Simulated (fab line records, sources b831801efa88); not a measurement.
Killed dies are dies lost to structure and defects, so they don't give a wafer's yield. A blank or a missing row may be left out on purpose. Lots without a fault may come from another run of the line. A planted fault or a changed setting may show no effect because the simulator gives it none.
A struck lot beside a sound one | flow sky130 | 16 steps out of a route of 708
Sound: wafers L410.3, L410.4, L410.5. Struck: wafers L412.2, L412.4, L412.6. The cause comes at the end.
At each step with rows: each side's tool, then ch and its chambers, then its first start. Under that, the readings that differ: sound wafers | struck wafers | difference of the means | sigmas: that difference in standard deviations of wafers without a fault.
alike: readings whose means differ by less than 2 such deviations, and words and numbers that are the same on both sides. not compared: withheld readings, readings that some wafer has no value for, bounds like >300 that may hide the same value, and numbers for which the record gives no deviation and whose values overlap.
The two part at a step that has a row with sigmas, a row that says differs or no value, or rows on one side only. Numbers that don't overlap but have no deviation are shown without sigmas and don't part them. A reading that every wafer of one side lacks parts them only if that side has two wafers or more.

first, 2 steps without rows for these wafers: SKY_METAL4_PEB_11; SKY_METAL4_DEVELOP_12 (develop time 60 s).
SKY_METAL4_CD_MEAS_13: target cd 300 nm.
  sound on cd_sem-01, day 44 07:41; struck on cd_sem-02, day 44 17:13
  alike: cd_nm
SKY_METAL4_OVL_MEAS_14:
  sound on overlay-02, day 44 07:46; struck on overlay-02, day 44 17:19
  alike: METAL4_OVL
SKY_METAL4_DESCUM_15: chemistry O2, time 8 s.
  sound on rie_metal-04 ch 0,1, day 44 07:49; struck on rie_metal-03 ch 0,1, day 44 17:21
  alike: drypump_motor_current_A, oes_product_au
  not compared: rf_hours_counter_h
SKY_METAL4_ETCH_16: etches BARC in N2/H2, stops on SiO2, time 88.2 s, target depth 60 nm.
  sound on rie_metal-04 ch 0,1, day 44 07:52; struck on rie_metal-03 ch 0,1, day 44 17:23
  alike: drypump_motor_current_A, oes_product_au, throttle_valve_pct
  not compared: rf_hours_counter_h
SKY_METAL4_ETCH_17: etches SiO2 in C4F8/O2/Ar, stops on TiN, time 3.9 s, target depth 15 nm.
  sound on rie_diel-02 ch 0,1,3, day 44 07:56; struck on rie_diel-04 ch 1,2, day 44 17:29
  alike: oes_product_au
  not compared: rf_hours_counter_h
SKY_METAL4_METAL_ETCH_18: etches the open film in Cl2/BCl3, stops on SiO2, target depth 845 nm, time 183.1 s.
  sound on rie_metal-03 ch 0,1, day 44 08:01; struck on rie_metal-02 ch 0, day 44 17:30
  alike: drypump_motor_current_A, oes_product_au, throttle_valve_pct
  not compared: rf_hours_counter_h
SKY_METAL4_STRIP_19: strips in O2/N2.
  sound on plasma_asher-02 ch 0,1, day 44 08:13; struck on plasma_asher-03 ch 0,1, day 44 17:40
  alike: drypump_motor_current_A, oes_product_au, strip_time_to_endpoint_s
  not compared: rf_hours_counter_h
then, 3 steps without rows for these wafers: SKY_METAL4_STRIP_20 (strips in post etch residue remover, time 1200 s); SKY_METAL4_CLEAN_21 (cleans in IPA, time 180 s); SKY_METAL4_CLEAN_22 (cleans in O3/DIW).
SKY_VIA4_HDPCVD_00: deposits SiO2, target thk 1750 nm, time 291.7 s.
  sound on hdpcvd-02 ch 0,2, day 44 08:46; struck on hdpcvd-01 ch 0,1, day 44 18:20
  reading                                  | sound             | struck            | difference | sigmas
  sih4_flow_sccm (sccm)                    | 60.04 60.04 59.80 | 72.14 72.05 72.10 | +12.14     | +71
  model.SiO2_of_VIA4_HDPCVD_00.thk_nm (nm) | 1742 1759 1755    | 2099 2112 2096    | +350       |
SKY_VIA4_THK_MEAS_01:
  sound on film_metro-01, day 44 08:58; struck on film_metro-01, day 44 18:31
  reading              | sound          | struck         | difference | sigmas
  VIA4_HDPCVD_THK (nm) | 1741 1759 1754 | 2101 2114 2096 | +352       | +21
then, 1 step without rows for these wafers: SKY_VIA4_CMP_02 (polishes SiO2).
-- the record jumps here: 4 days lie between the struck wafers' starts before and after (it left off in module VIA4 and takes up again in module PAD_OPEN, whose first step shown is number 708 of the route) --
SKY_PAD_OPEN_PROBE_99:
  sound on prober-02, day 48 02:29; struck on prober-02, day 48 13:34
  alike: defect_limited_yield, killed_at_M0_to_M3, killed_at_M4_up, killed_at_contacts, killed_at_front_end, killed_at_other, killed_dies, killed_open, killed_short, sort_bin_3_pad_short, sort_bin_5_function, sort_bin_6_memory, sort_n_pass, sort_yield_pct

WHERE THEY PART
First at SKY_VIA4_HDPCVD_00; last, within this record, at SKY_VIA4_THK_MEAS_01. Later steps at which nothing parts them and some readings are alike: SKY_PAD_OPEN_PROBE_99.

WHY: what the simulator had put in
Process parameter drift: hdpcvd-01, from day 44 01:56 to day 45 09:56, at SKY_VIA4_HDPCVD_00. Setting sih4_flow_sccm, moved by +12, from 60. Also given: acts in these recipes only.
